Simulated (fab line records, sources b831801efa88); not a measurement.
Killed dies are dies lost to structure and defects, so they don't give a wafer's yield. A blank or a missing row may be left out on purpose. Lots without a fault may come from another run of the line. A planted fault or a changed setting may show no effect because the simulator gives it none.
fab line records | flow gf180mcu
record lots=5 wafers=15 last_day=34
route steps=602 shown V3@441 M4@456 V4@476
lots that met no fault: from a run of the same line without faults
start_h: hours from the record's first day to the start of the lot's first wafer shown | wait_h: hours since the lot's step before | " the same as in the row above | L1.1+2: a row that stands for several wafers | - no value, or no start given | * or withheld: withheld | < > ~ a bound
route shown NAME@n: a module of which the file shows steps, and the number in the route of the first | usual: mean/standard deviation of fault-free wafers | same: alike in all rows | chamber/n: place in a boat | sites: the reading at each site | _std_site: their standard deviation | _edge_site: outer sites' mean less inner sites' | radius_mm: how far each site lies from the wafer's centre | mask NAME#n: copy n | behind: the tool/chamber that last shaped the wafer | hold: why the lot was held/for how many hours/how that ended | device: the transistor (n, p or np) that didn't switch | end of line: the same wafers' tests at the end of the route | a step without rows: its recipe alone | killed: dies lost to structure and defects at the first sort, not the wafer's yield | map: a wafer's dies, x killed, . not, _ none there
set.NAME: the setting as run; set.NAME@STEP: as run at that earlier step | model.NAME: the simulator's own value behind a step, which no gauge read
lots at some steps of the route; a table a step, a row a wafer
services: from which hour (start_h, from the record's first day; less than 0 if before it) a tool's chamber was out of use, for how many hours, and why
## steps
# step GF_V3_PEB_12
# recipe peb_temp_c=135 peb_time_s=90 resist=KrF
# columns lot.wafer tool chamber start_h wait_h
L077.1+4+6 litho_track-03 0 - -
L082.1+2+4 litho_track-03 0 - -
L085.3+4+6 litho_track-04 0 - -
L087.1+2+4 litho_track-04 0 - -
L095.1+3+6 litho_track-04 0 - -
# step GF_V3_DEVELOP_13
# recipe develop_time_s=60 resist=KrF dev_temp_c=21
# same develop_time_s=60
# columns lot.wafer tool chamber start_h wait_h
L077.1+4+6 litho_track-03 0 548.94 0.2
L082.1+2+4 litho_track-03 0 584.34 0.2
L085.3+4+6 litho_track-04 0 606.45 0.1
L087.1+2+4 litho_track-04 0 620.00 0.2
L095.1+3+6 litho_track-04 0 679.30 0.2
# step GF_V3_CD_MEAS_14
# recipe target_cd_nm=260
# usual cd_nm=260.3/1.3
# columns lot.wafer tool chamber start_h wait_h cd_nm
L077.1 cd_sem-02 - 549.09 0.1 259.0
L077.4 " - " " 259.8
L077.6 " - " " 258.3
L082.1 cd_sem-01 - 584.49 0.1 259.8
L082.2 " - " " 260.3
L082.4 " - " " 260.4
L085.3 cd_sem-02 - 606.59 0.1 261.0
L085.4 " - " " 260.7
L085.6 " - " " 262.0
L087.1 cd_sem-02 - 620.15 0.1 259.8
L087.2 " - " " 259.7
L087.4 " - " " 259.7
L095.1 cd_sem-02 - 679.45 0.1 260.7
L095.3 " - " " 261.5
L095.6 " - " " 261.9
# step GF_V3_OVL_MEAS_15
# usual V3_OVL=2/4.6
# columns lot.wafer tool chamber start_h wait_h V3_OVL[nm]
L077.1 overlay-01 - 549.21 0.1 0
L077.4 " - " " 2
L077.6 " - " " -1
L082.1 overlay-02 - 584.61 0.1 1
L082.2 " - " " -1
L082.4 " - " " 3
L085.3 overlay-02 - 606.68 0.1 -7
L085.4 " - " " 4
L085.6 " - " " 1
L087.1 overlay-01 - 620.27 0.1 8
L087.2 " - " " 6
L087.4 " - " " 6
L095.1 overlay-02 - 679.57 0.1 -3
L095.3 " - " " -7
L095.6 " - " " -2
# step GF_V3_ETCH_16
# recipe chemistry=N2/H2 target_depth_a=withheld overetch_a=withheld time_s=withheld target=BARC ion_energy_ev=200 source_w=500 bias_w=100 pressure_mtorr=30 n2_flow_sccm=100 h2_flow_sccm=200
# usual drypump_motor_current_A=5.7/0.46 oes_product_au=0.855/0.0049 throttle_valve_pct=13.225/0.0092
# columns lot.wafer tool chamber start_h wait_h drypump_motor_current_A oes_product_au throttle_valve_pct
L077.1 rie_diel-02 1 549.24 0.0 6.0 0.849 13.239
L077.4 " 3 " " 6.1 0.849 13.210
L077.6 " 2 " " 5.5 0.853 13.221
L082.1 rie_diel-02 1 584.64 0.0 6.0 0.850 13.232
L082.2 " 2 " " 5.5 0.852 13.239
L082.4 " 0 " " 6.2 0.864 13.207
L085.3 rie_diel-03 1 606.71 0.0 5.3 0.860 13.222
L085.4 " 3 " " 5.8 0.848 13.241
L085.6 " 2 " " 6.1 0.846 13.222
L087.1 rie_diel-01 3 620.31 0.0 5.3 0.867 13.223
L087.2 " 1 " " 5.2 0.851 13.228
L087.4 " 0 " " 6.6 0.862 13.203
L095.1 rie_diel-02 1 679.61 0.0 6.0 0.864 13.239
L095.3 " 0 " " 6.3 0.864 13.236
L095.6 " 3 " " 6.1 0.855 13.208
# step GF_V3_ETCH_17
# recipe chemistry=C4F8/O2/Ar mask_material=KrF target=SiO2 stop_on=TiN source_w=1500 bias_w=1200 pressure_mtorr=40 c4f8_flow_sccm=withheld O2_flow_sccm=6 Ar_flow_sccm=300 time_s=withheld target_depth_a=6350
# usual oes_product_au=0.857/0.004
# columns lot.wafer tool chamber start_h wait_h oes_product_au
L077.1 rie_diel-02 1 - - 0.858
L077.4 " 3 " " 0.860
L077.6 " 2 " " 0.855
L082.1 rie_diel-02 1 - - 0.860
L082.2 " 2 " " 0.852
L082.4 " 0 " " 0.863
L085.3 rie_diel-03 1 - - 0.857
L085.4 " 3 " " 0.858
L085.6 " 2 " " 0.851
L087.1 rie_diel-01 3 - - 0.847
L087.2 " 1 " " 0.857
L087.4 " 0 " " 0.859
L095.1 rie_diel-02 1 - - 0.862
L095.3 " 0 " " 0.854
L095.6 " 3 " " 0.857
# step GF_V3_STRIP_18
# recipe chemistry=O2/N2 power_w=1400 pressure_mtorr=1500 platen_temp_c=250 o2_flow_sccm=3000 n2_flow_sccm=300 overash_fraction=0.5
# usual drypump_motor_current_A=5.8/0.6 heater_power_w=304/19 oes_product_au=0.594/0.0049
# columns lot.wafer tool chamber start_h wait_h drypump_motor_current_A heater_power_w oes_product_au rf_hours_counter_h
L077.1 plasma_asher-04 1 549.37 - 5.2 294 0.595 79
L077.4 " 1 " " 5.2 302 0.596 -
L077.6 " 1 " " 5.2 293 0.604 -
L082.1 plasma_asher-03 0 584.77 - 6.5 309 0.598 13
L082.2 " 1 " " 4.9 271 0.595 13
L082.4 " 0 " " 6.5 304 0.595 -
L085.3 plasma_asher-04 1 606.87 - 5.2 298 0.586 -
L085.4 " 0 " " 6.0 328 0.600 -
L085.6 " 0 " " 6.0 330 0.596 -
L087.1 plasma_asher-04 0 620.44 - 6.0 330 0.589 85
L087.2 " 1 " " 5.2 299 0.594 85
L087.4 " 1 " " 5.2 296 0.589 -
L095.1 plasma_asher-03 0 679.74 - 6.5 310 0.591 23
L095.3 " 0 " " 6.5 307 0.585 -
L095.6 " 0 " " 6.5 311 0.590 -
# step GF_V3_STRIP_19
# recipe chemistry=post_etch_residue_remover time_s=1200 temp_c=72.5
# columns lot.wafer tool chamber start_h wait_h
L077.1+4+6 wet_bench-02 0 549.47 0.1
L082.1+2+4 wet_bench-02 1 584.87 0.1
L085.3+4+6 wet_bench-02 1 606.94 0.0
L087.1+2+4 wet_bench-03 3 620.54 0.1
L095.1+3+6 wet_bench-04 0 679.84 0.1
# step GF_V3_CLEAN_20
# recipe chemistry=DIW dry=n2_spin
# columns lot.wafer tool chamber start_h wait_h
L077.1+4+6 wet_bench-02 0 549.88 0.0
L082.1+2+4 wet_bench-03 1 585.21 0.0
L085.3+4+6 wet_bench-04 0 607.28 0.0
L087.1+2+4 wet_bench-02 1 620.88 0.0
L095.1+3+6 wet_bench-03 0 680.21 0.0
# step GF_V3_SPUTTER_21
# recipe material=Ti target_thk_nm=15 chamber_pressure_pa=5 power_w=2500 substrate_temp_c=200 time_s=80.02
# usual chamber_pressure_pa=4.998/0.009 throttle_valve_pct=30.3/1.1
# columns lot.wafer tool chamber start_h wait_h chamber_pressure_pa throttle_valve_pct
L077.1 pvd_sputter-04 - 549.99 0.0 5.015 29.7
L077.4 " - " " 5.001 30.2
L077.6 " - " " 5.005 29.4
L082.1 pvd_sputter-04 - 585.31 0.0 5.007 30.9
L082.2 " - " " 5.002 30.5
L082.4 " - " " 5.003 27.5
L085.3 pvd_sputter-01 - 607.37 0.0 5.013 29.7
L085.4 " - " " 4.991 30.1
L085.6 " - " " 5.011 29.7
L087.1 pvd_sputter-04 - 620.98 0.0 4.995 30.7
L087.2 " - " " 4.993 28.1
L087.4 " - " " 5.004 30.3
L095.1 pvd_sputter-03 - 680.31 0.0 5.014 30.6
L095.3 " - " " 5.005 31.7
L095.6 " - " " 4.994 29.5
# step GF_V3_SPUTTER_22
# recipe material=TiN target_thk_nm=10 chamber_pressure_pa=5 power_w=4000 time_s=38.58
# usual chamber_pressure_pa=5.000/0.0099 throttle_valve_pct=30.3/1.1
# columns lot.wafer tool chamber start_h wait_h chamber_pressure_pa throttle_valve_pct
L077.1 pvd_sputter-04 - 550.05 0.0 5.001 29.2
L077.4 " - " " 5.009 30.6
L077.6 " - " " 5.011 29.3
L082.1 pvd_sputter-04 - 585.37 0.0 5.006 30.8
L082.2 " - " " 5.012 30.3
L082.4 " - " " 5.002 27.7
L085.3 pvd_sputter-01 - 607.43 0.0 4.993 29.7
L085.4 " - " " 4.999 29.8
L085.6 " - " " 4.990 29.9
L087.1 pvd_sputter-04 - 621.04 0.0 5.009 30.5
L087.2 " - " " 4.999 28.1
L087.4 " - " " 4.996 30.5
L095.1 pvd_sputter-03 - 680.37 0.0 4.999 30.9
L095.3 " - " " 4.996 31.7
L095.6 " - " " 5.008 29.6
# step GF_V3_CVD_23
# recipe material=W target_thk_nm=350 time_s=104.9 temp_c=400 pressure_torr=40
# usual heater_power_w=786/78
# columns lot.wafer tool chamber start_h wait_h heater_power_w since_wet_clean_h
L077.1 cvd_w-02 1 550.09 0.0 896 646
L077.4 " 1 " " 860 -
L077.6 " 1 " " 869 -
L082.1 cvd_w-02 0 585.41 0.0 685 681
L082.2 " 1 " " 870 681
L082.4 " 0 " " 683 -
L085.3 cvd_w-02 0 607.51 0.1 686 -
L085.4 " 1 " " 880 -
L085.6 " 1 " " 860 -
L087.1 cvd_w-02 1 621.08 0.0 866 717
L087.2 " 0 " " 693 717
L087.4 " 0 " " 673 -
L095.1 cvd_w-01 0 680.41 0.0 830 276
L095.3 " 0 " " 828 -
L095.6 " 1 " " 789 -
# step GF_V3_RS_MEAS_24
# recipe thk_meas_gauge=four-point-probe reads=W_of_V3_CVD_23+TiN_of_V3_SPUTTER_22+Ti_of_V3_SPUTTER_21
# usual V3_W_RS=0.329/0.0046
# columns lot.wafer tool chamber start_h wait_h V3_W_RS[ohm/sq]
L077.1 film_metro-04 - 550.20 0.1 0.336
L077.4 " - " " 0.330
L077.6 " - " " 0.332
L082.1 film_metro-04 - 585.52 0.1 0.322
L082.2 " - " " 0.326
L082.4 " - " " 0.326
L085.3 film_metro-01 - 607.62 0.1 0.336
L085.4 " - " " 0.331
L085.6 " - " " 0.331
L087.1 film_metro-04 - 621.19 0.1 0.330
L087.2 " - " " 0.328
L087.4 " - " " 0.331
L095.1 film_metro-01 - 680.52 0.1 0.325
L095.3 " - " " 0.323
L095.6 " - " " 0.328
# step GF_V3_THK_MEAS_25
# recipe thk_meas_gauge=xrf reads=W_of_V3_CVD_23
# usual V3_W_THK=361/6.9
# columns lot.wafer tool chamber start_h wait_h V3_W_THK[nm]
L077.1 film_metro-04 - 550.32 0.1 353
L077.4 " - " " 357
L077.6 " - " " 355
L082.1 film_metro-04 - 585.64 0.1 373
L082.2 " - " " 366
L082.4 " - " " 367
L085.3 film_metro-01 - 607.72 0.1 351
L085.4 " - " " 356
L085.6 " - " " 357
L087.1 film_metro-04 - 621.31 0.1 362
L087.2 " - " " 363
L087.4 " - " " 361
L095.1 film_metro-01 - 680.64 0.1 360
L095.3 " - " " 366
L095.6 " - " " 355
# step GF_V3_CMP_26
# recipe stop_on=SiO2 down_force_psi=3.5 platen_rpm=60 t_overpolish_s=15 target_thk_nm=0 pad_velocity_m_s=0.94248
# usual motor_current_A=11.8/1.3 overpolish_run_s=15.000/0.0086 time_to_endpoint_s=86/3.1
# same t_overpolish_s=15
# columns lot.wafer tool chamber start_h wait_h motor_current_A overpolish_run_s time_to_endpoint_s
L077.4 cmp-02 2 550.48 0.1 14.0 14.994 84
L077.1 " 3 " " 11.5 14.998 86
L077.6 " 1 " " 11.0 14.997 87
L082.1 cmp-01 2 585.75 0.1 10.7 15.005 87
L082.4 " 3 " " 11.3 15.011 91
L082.2 " 0 " " 12.2 15.000 87
L085.3 cmp-01 1 607.86 0.1 11.9 14.975 86
L085.4 " 2 " " 9.8 14.997 81
L085.6 " 0 " " 11.7 14.996 86
L087.2 cmp-01 1 621.37 0.0 11.7 15.005 82
L087.4 " 2 " " 9.9 15.009 85
L087.1 " 3 " " 11.8 15.007 89
L095.3 cmp-02 2 680.75 0.1 14.9 15.005 85
L095.1 " 0 " " 11.1 15.002 84
L095.6 " 1 " " 11.1 14.989 90
# step GF_M4_SPUTTER_00
# recipe material=Ti target_thk_nm=37.5 arriving_ion_energy_ev=80 substrate_temp_c=200 chamber_pressure_pa=2 power_w=4000 time_s=150
# usual chamber_pressure_pa=2.000/0.0039 throttle_valve_pct=30.0/0.76
# columns lot.wafer tool chamber start_h wait_h chamber_pressure_pa throttle_valve_pct
L077.1 pvd_sputter-02 - 550.68 0.1 2.000 30.0
L077.4 " - " " 1.994 28.9
L077.6 " - " " 2.001 30.1
L082.1 pvd_sputter-03 - 586.00 0.2 2.001 30.6
L082.2 " - " " 2.000 31.4
L082.4 " - " " 1.994 29.7
L085.3 pvd_sputter-02 - 608.06 0.1 2.003 29.8
L085.4 " - " " 2.000 29.9
L085.6 " - " " 1.994 28.8
L087.1 pvd_sputter-03 - 621.67 0.1 2.000 29.6
L087.2 " - " " 1.997 31.7
L087.4 " - " " 1.997 30.7
L095.1 pvd_sputter-01 - 681.00 0.1 1.999 29.5
L095.3 " - " " 1.997 29.5
L095.6 " - " " 2.008 29.9
# step GF_M4_SPUTTER_01
# recipe material=TiN target_thk_nm=30 power_w=6500 time_s=25 chamber_pressure_pa=0.4
# usual chamber_pressure_pa=0.4000/0.00082 throttle_valve_pct=30.0/0.79
# columns lot.wafer tool chamber start_h wait_h chamber_pressure_pa throttle_valve_pct
L077.1 pvd_sputter-02 - 550.78 0.1 0.4016 30.0
L077.4 " - " " 0.4006 28.4
L077.6 " - " " 0.3996 30.1
L082.1 pvd_sputter-03 - 586.10 0.1 0.3997 30.6
L082.2 " - " " 0.4010 31.6
L082.4 " - " " 0.3991 29.3
L085.3 pvd_sputter-02 - 608.16 0.1 0.3984 30.2
L085.4 " - " " 0.3984 29.8
L085.6 " - " " 0.3996 28.8
L087.1 pvd_sputter-03 - 621.77 0.1 0.4009 29.4
L087.2 " - " " 0.4006 31.4
L087.4 " - " " 0.3991 30.5
L095.1 pvd_sputter-01 - 681.10 0.1 0.4011 29.1
L095.3 " - " " 0.3986 29.9
L095.6 " - " " 0.4001 29.9
# step GF_M4_SPUTTER_02
# recipe material=AlCu target_thk_nm=450 power_w=10600 time_s=23.9 chamber_pressure_pa=0.4
# usual chamber_pressure_pa=0.4000/0.00085 throttle_valve_pct=30.0/0.79
# columns lot.wafer tool chamber start_h wait_h chamber_pressure_pa throttle_valve_pct
L077.1 pvd_sputter-02 - 550.81 0.0 0.3998 29.7
L077.4 " - " " 0.3996 28.6
L077.6 " - " " 0.4009 30.2
L082.1 pvd_sputter-03 - 586.13 0.0 0.4001 30.8
L082.2 " - " " 0.3994 31.5
L082.4 " - " " 0.4006 29.8
L085.3 pvd_sputter-02 - 608.19 0.0 0.3994 29.9
L085.4 " - " " 0.3986 29.7
L085.6 " - " " 0.4001 28.5
L087.1 pvd_sputter-03 - 621.80 0.0 0.3996 29.3
L087.2 " - " " 0.4000 31.2
L087.4 " - " " 0.4006 30.8
L095.1 pvd_sputter-01 - 681.13 0.0 0.4011 29.2
L095.3 " - " " 0.3997 29.8
L095.6 " - " " 0.3992 29.9
# step GF_M4_SPUTTER_03
# recipe material=Ti target_thk_nm=10 substrate_temp_c=300 chamber_pressure_pa=0.3 power_w=3000 time_s=6.7
# usual chamber_pressure_pa=0.3001/0.00065 throttle_valve_pct=30.0/0.8
# columns lot.wafer tool chamber start_h wait_h chamber_pressure_pa throttle_valve_pct
L077.1 pvd_sputter-02 - 550.84 0.0 0.3008 29.8
L077.4 " - " " 0.3004 28.7
L077.6 " - " " 0.3008 29.8
L082.1 pvd_sputter-03 - 586.16 0.0 0.2990 30.8
L082.2 " - " " 0.2998 31.5
L082.4 " - " " 0.2998 29.9
L085.3 pvd_sputter-02 - 608.22 0.0 0.3006 29.9
L085.4 " - " " 0.3011 30.0
L085.6 " - " " 0.3006 28.8
L087.1 pvd_sputter-03 - 621.83 0.0 0.2995 29.7
L087.2 " - " " 0.3002 31.5
L087.4 " - " " 0.3005 30.8
L095.1 pvd_sputter-01 - 681.16 0.0 0.2989 29.2
L095.3 " - " " 0.3006 29.7
L095.6 " - " " 0.3001 30.1
# step GF_M4_SPUTTER_04
# recipe material=TiN target_thk_nm=50 power_w=6500 time_s=41.7 chamber_pressure_pa=0.4
# usual chamber_pressure_pa=0.3999/0.0008 throttle_valve_pct=30.0/0.8
# columns lot.wafer tool chamber start_h wait_h chamber_pressure_pa throttle_valve_pct
L077.1 pvd_sputter-02 - 550.86 0.0 0.4007 29.6
L077.4 " - " " 0.3991 28.9
L077.6 " - " " 0.3997 30.2
L082.1 pvd_sputter-03 - 586.18 0.0 0.4000 30.9
L082.2 " - " " 0.4002 31.5
L082.4 " - " " 0.4002 29.7
L085.3 pvd_sputter-02 - 608.24 0.0 0.3987 29.8
L085.4 " - " " 0.3993 29.5
L085.6 " - " " 0.3982 28.5
L087.1 pvd_sputter-03 - 621.85 0.0 0.4002 29.9
L087.2 " - " " 0.3995 31.5
L087.4 " - " " 0.4003 30.7
L095.1 pvd_sputter-01 - 681.18 0.0 0.4005 29.3
L095.3 " - " " 0.4004 29.9
L095.6 " - " " 0.4001 29.9
# step GF_M4_RS_MEAS_05
# recipe thk_meas_gauge=four-point-probe reads=TiN_of_M4_SPUTTER_04+Ti_of_M4_SPUTTER_03+AlCu_of_M4_SPUTTER_02+TiN_of_M4_SPUTTER_01+Ti_of_M4_SPUTTER_00
# usual M4_ALCU_RS=0.0696/0.001
# columns lot.wafer tool chamber start_h wait_h M4_ALCU_RS[ohm/sq]
L077.1 film_metro-03 - 550.90 0.0 0.0698
L077.4 " - " " 0.0693
L077.6 " - " " 0.0703
L082.1 film_metro-01 - 586.22 0.0 0.0682
L082.2 " - " " 0.0681
L082.4 " - " " 0.0688
L085.3 film_metro-04 - 608.32 0.1 0.0698
L085.4 " - " " 0.0699
L085.6 " - " " 0.0695
L087.1 film_metro-04 - 621.89 0.0 0.0703
L087.2 " - " " 0.0694
L087.4 " - " " 0.0691
L095.1 film_metro-01 - 681.22 0.0 0.0697
L095.3 " - " " 0.0683
L095.6 " - " " 0.0697
# step GF_M4_THK_MEAS_06
# recipe thk_meas_gauge=xrf reads=AlCu_of_M4_SPUTTER_02
# usual M4_ALCU_THK=440/6.9
# columns lot.wafer tool chamber start_h wait_h M4_ALCU_THK[nm]
L077.1 film_metro-03 - 551.02 0.1 440
L077.4 " - " " 444
L077.6 " - " " 438
L082.1 film_metro-01 - 586.34 0.1 449
L082.2 " - " " 449
L082.4 " - " " 442
L085.3 film_metro-04 - 608.42 0.1 438
L085.4 " - " " 438
L085.6 " - " " 438
L087.1 film_metro-04 - 622.01 0.1 434
L087.2 " - " " 435
L087.4 " - " " 441
L095.1 film_metro-01 - 681.34 0.1 442
L095.3 " - " " 452
L095.6 " - " " 441
# step GF_M4_DEHYDRATE_07
# recipe temp_c=200 time_s=60
# columns lot.wafer tool chamber start_h wait_h
L077.1+4+6 litho_track-01 0 561.42 10.4
L082.1+2+4 litho_track-03 0 595.99 9.6
L085.3+4+6 litho_track-03 0 617.94 9.5
L087.1+2+4 litho_track-01 0 631.42 9.4
L095.1+3+6 litho_track-03 0 690.04 8.7
# step GF_M4_HMDS_08
# recipe prime_time_s=60 prime_temp_c=120
# columns lot.wafer tool chamber start_h wait_h
L077.1+4+6 litho_track-01 0 561.57 0.1
L082.1+2+4 litho_track-03 0 596.14 0.1
L085.3+4+6 litho_track-03 0 618.09 0.1
L087.1+2+4 litho_track-01 0 631.57 0.1
L095.1+3+6 litho_track-03 0 690.19 0.1
# step GF_M4_COAT_09
# recipe resist=KrF spin_rpm=withheld resist_thk_nm=1000
# columns lot.wafer tool chamber start_h wait_h
L077.1+4+6 litho_track-01 0 561.72 0.1
L082.1+2+4 litho_track-03 0 596.29 0.1
L085.3+4+6 litho_track-03 0 618.24 0.1
L087.1+2+4 litho_track-01 0 631.72 0.1
L095.1+3+6 litho_track-03 0 690.34 0.1
# step GF_M4_SOFTBAKE_10
# recipe temp_c=130 time_s=60 resist=KrF
# columns lot.wafer tool chamber start_h wait_h
L077.1+4+6 litho_track-01 0 561.87 0.1
L082.1+2+4 litho_track-03 0 596.44 0.1
L085.3+4+6 litho_track-03 0 618.39 0.1
L087.1+2+4 litho_track-01 0 631.87 0.1
L095.1+3+6 litho_track-03 0 690.49 0.1
# step GF_M4_EXPOSE_11
# recipe mask_id=Metal4 target_cd_nm=280 na=0.68 source_shape=conventional sigma_outer=0.6 dose_mj=28
# usual exposure_dose_mJ_cm2=27.97/0.03 stage_vel_mm_s=500.00/0.27
# columns lot.wafer tool chamber start_h wait_h mask exposure_dose_mJ_cm2 stage_vel_mm_s
L077.1 krf_scanner-01 0 - - Metal4#0 27.98 499.51
L077.4 " 0 " " Metal4#0 28.02 500.00
L077.6 " 0 " " Metal4#0 28.01 499.94
L082.1 krf_scanner-01 0 - - Metal4#0 27.95 500.13
L082.2 " 0 " " Metal4#0 27.94 500.05
L082.4 " 0 " " Metal4#0 27.92 499.88
L085.3 krf_scanner-01 0 - - Metal4#0 27.94 500.19
L085.4 " 0 " " Metal4#0 27.97 500.35
L085.6 " 0 " " Metal4#0 27.97 500.08
L087.1 krf_scanner-01 0 - - Metal4#0 27.93 500.38
L087.2 " 0 " " Metal4#0 27.95 500.58
L087.4 " 0 " " Metal4#0 27.96 500.13
L095.1 krf_scanner-01 0 - - Metal4#0 27.96 500.39
L095.3 " 0 " " Metal4#0 27.92 500.01
L095.6 " 0 " " Metal4#0 27.95 500.04
# step GF_M4_PEB_12
# recipe peb_temp_c=135 peb_time_s=90 resist=KrF
# columns lot.wafer tool chamber start_h wait_h
L077.1+4+6 litho_track-03 0 - -
L082.1+2+4 litho_track-02 0 - -
L085.3+4+6 litho_track-02 0 - -
L087.1+2+4 litho_track-03 0 - -
L095.1+3+6 litho_track-02 0 - -
# step GF_M4_DEVELOP_13
# recipe develop_time_s=60 dev_temp_c=21
# same develop_time_s=60
# columns lot.wafer tool chamber start_h wait_h
L077.1+4+6 litho_track-03 0 572.54 0.2
L082.1+2+4 litho_track-02 0 607.58 0.2
L085.3+4+6 litho_track-02 0 627.68 0.1
L087.1+2+4 litho_track-03 0 641.24 0.2
L095.1+3+6 litho_track-02 0 700.03 0.2
# step GF_M4_CD_MEAS_14
# recipe target_cd_nm=280
# usual cd_nm=280.3/1.3
# columns lot.wafer tool chamber start_h wait_h cd_nm
L077.1 cd_sem-01 - 572.69 0.1 281.7
L077.4 " - " " 279.6
L077.6 " - " " 280.3
L082.1 cd_sem-01 - 607.73 0.1 281.1
L082.2 " - " " 281.3
L082.4 " - " " 279.2
L085.3 cd_sem-02 - 627.85 0.1 280.0
L085.4 " - " " 280.4
L085.6 " - " " 279.4
L087.1 cd_sem-02 - 641.39 0.1 279.1
L087.2 " - " " 279.9
L087.4 " - " " 280.2
L095.1 cd_sem-02 - 700.18 0.1 279.1
L095.3 " - " " 278.9
L095.6 " - " " 279.5
# step GF_M4_OVL_MEAS_15
# usual M4_OVL=3/5.1
# columns lot.wafer tool chamber start_h wait_h M4_OVL[nm]
L077.1 overlay-01 - 572.81 0.1 3
L077.4 " - " " 5
L077.6 " - " " 8
L082.1 overlay-01 - 607.85 0.1 2
L082.2 " - " " 1
L082.4 " - " " 6
L085.3 overlay-01 - 627.95 0.1 -6
L085.4 " - " " 1
L085.6 " - " " -3
L087.1 overlay-01 - 641.51 0.1 4
L087.2 " - " " -3
L087.4 " - " " 3
L095.1 overlay-01 - 700.30 0.1 -5
L095.3 " - " " -6
L095.6 " - " " 1
# step GF_M4_METAL_ETCH_16
# recipe chemistry=Cl2/BCl3 mask_material=KrF target_depth_nm=750.8 stop_on=SiO2 pressure_mtorr=8 icp_w=800 bias_w=140 Cl2_flow_sccm=80 bcl3_flow_sccm=40 time_s=125.1
# usual drypump_motor_current_A=5.9/0.47 oes_product_au=0.990/0.0082 throttle_valve_pct=28.230/0.011
# columns lot.wafer tool chamber start_h wait_h drypump_motor_current_A oes_product_au rf_hours_counter_h throttle_valve_pct
L077.1 rie_metal-01 0 572.84 0.0 6.3 0.998 9 28.238
L077.4 " 1 " " 6.2 1.008 - 28.226
L077.6 " 0 " " 6.2 0.997 - 28.221
L082.1 rie_metal-03 0 607.89 0.0 5.5 0.999 13 28.230
L082.2 " 1 " " 6.3 0.984 3 28.225
L082.4 " 1 " " 6.3 0.972 - 28.234
L085.3 rie_metal-02 1 628.01 0.1 5.1 0.980 - 28.246
L085.4 " 0 " " 5.3 0.991 - 28.233
L085.6 " 0 " " 5.3 0.997 - 28.215
L087.1 rie_metal-01 0 641.54 0.0 6.3 0.994 12 28.231
L087.2 " 1 " " 6.2 0.994 2 28.230
L087.4 " 0 " " 6.3 0.997 - 28.235
L095.1 rie_metal-01 0 700.34 0.0 6.2 0.999 14 28.229
L095.3 " 0 " " 6.2 0.986 - 28.219
L095.6 " 1 " " 6.2 0.996 - 28.227
# step GF_M4_STRIP_17
# recipe chemistry=O2/N2 power_w=1400 pressure_mtorr=1500 platen_temp_c=250 o2_flow_sccm=3000 n2_flow_sccm=300 overash_fraction=0.5
# usual drypump_motor_current_A=5.7/0.5 heater_power_w=315/21 oes_product_au=0.537/0.0057 strip_time_to_endpoint_s=7.38/0.084
# columns lot.wafer tool chamber start_h wait_h drypump_motor_current_A heater_power_w oes_product_au rf_hours_counter_h strip_time_to_endpoint_s
L077.1 plasma_asher-03 0 572.97 0.1 6.5 308 0.533 12 7.25
L077.4 " 0 " " 6.5 294 0.524 - 7.26
L077.6 " 0 " " 6.5 300 0.536 - 7.26
L082.1 plasma_asher-01 0 608.02 0.1 5.9 330 0.538 53 7.30
L082.2 " 1 " " 5.5 332 0.540 53 7.45
L082.4 " 0 " " 5.9 332 0.534 - 7.50
L085.3 plasma_asher-04 1 628.13 0.1 5.2 296 0.538 - 7.41
L085.4 " 0 " " 6.0 318 0.532 - 7.35
L085.6 " 1 " " 5.2 307 0.533 - 7.39
L087.1 plasma_asher-03 0 641.67 0.1 6.5 310 0.534 19 7.32
L087.2 " 1 " " 4.9 276 0.535 19 7.26
L087.4 " 0 " " 6.5 310 0.543 - 7.32
L095.1 plasma_asher-01 1 700.47 0.1 5.5 328 0.532 63 7.34
L095.3 " 1 " " 5.5 343 0.539 - 7.35
L095.6 " 1 " " 5.5 344 0.544 - 7.37
# step GF_M4_STRIP_18
# recipe chemistry=post_etch_residue_remover time_s=1200 temp_c=72.5
# columns lot.wafer tool chamber start_h wait_h
L077.1+4+6 wet_bench-04 2 573.07 0.1
L082.1+2+4 wet_bench-01 1 608.12 0.1
L085.3+4+6 wet_bench-04 1 628.20 0.0
L087.1+2+4 wet_bench-03 2 641.77 0.1
L095.1+3+6 wet_bench-04 2 700.57 0.1
# step GF_M4_CLEAN_19
# recipe chemistry=DIW dry=n2_spin
# columns lot.wafer tool chamber start_h wait_h
L077.1+4+6 wet_bench-03 2 573.41 0.0
L082.1+2+4 wet_bench-04 1 608.46 0.0
L085.3+4+6 wet_bench-03 1 628.61 0.0
L087.1+2+4 wet_bench-01 2 642.14 0.0
L095.1+3+6 wet_bench-01 0 700.94 0.0
# step GF_V4_CVD_00
# recipe material=SiO2 target_thk_nm=600 sigma_open_frac=0.3 temp_c=400 time_s=100 sih4_flow_sccm=57.72 pressure_mtorr=6
# columns lot.wafer tool chamber start_h wait_h
L077.1+4+6 hdpcvd-01 0,1,2 573.51 0.0
L082.1+2+4 hdpcvd-01 1,2,1 608.55 0.0
L085.3+4+6 hdpcvd-01 0,1,2 628.70 0.0
L087.1+2+4 hdpcvd-02 2,0,2 642.24 0.0
L095.1+3+6 hdpcvd-02 0,2,2 701.03 0.0
# step GF_V4_THK_MEAS_01
# recipe reads=SiO2_of_V4_CVD_00
# usual V4_CVD_00_THK=579/8
# columns lot.wafer tool chamber start_h wait_h V4_CVD_00_THK[nm]
L077.1 film_metro-03 - 573.59 0.0 575
L077.4 " - " " 571
L077.6 " - " " 565
L082.1 film_metro-04 - 608.66 0.1 578
L082.2 " - " " 574
L082.4 " - " " 570
L085.3 film_metro-02 - 628.79 0.1 574
L085.4 " - " " 574
L085.6 " - " " 574
L087.1 film_metro-04 - 642.31 0.0 589
L087.2 " - " " 576
L087.4 " - " " 585
L095.1 film_metro-03 - 701.10 0.0 571
L095.3 " - " " 582
L095.6 " - " " 583
## services
# columns tool chamber start_h hours kind
hdpcvd-01 - 539.25 15.0 pm
rie_metal-01 - 546.69 2.8 pm
rie_metal-01 - 552.07 0.4 repair
pvd_sputter-02 - 559.77 2.9 repair
pvd_sputter-02 - 560.86 6.2 repair
cmp-01 - 572.26 4.0 pm
plasma_asher-03 - 576.54 6.2 repair
krf_scanner-01 - 582.78 1.0 pm
plasma_asher-04 - 585.39 14.6 pm
cvd_w-02 - 587.53 2.8 pm
pvd_sputter-03 - 592.64 20.9 repair
rie_metal-01 0 598.60 11.6 repair
krf_scanner-01 - 599.82 1.3 pm
hdpcvd-01 0 605.25 21.1 repair
pvd_sputter-04 - 611.37 0.9 repair
cmp-01 - 627.24 1.4 repair
cvd_w-02 - 634.51 6.9 pm
krf_scanner-01 - 641.51 0.8 pm
rie_diel-02 - 646.04 0.4 repair
rie_metal-01 1 668.78 12.8 repair
rie_diel-02 - 669.16 2.8 pm
rie_metal-01 0 671.94 10.0 repair
rie_diel-02 2 675.35 28.1 repair
pvd_sputter-01 - 692.21 6.0 repair
## key
fault none
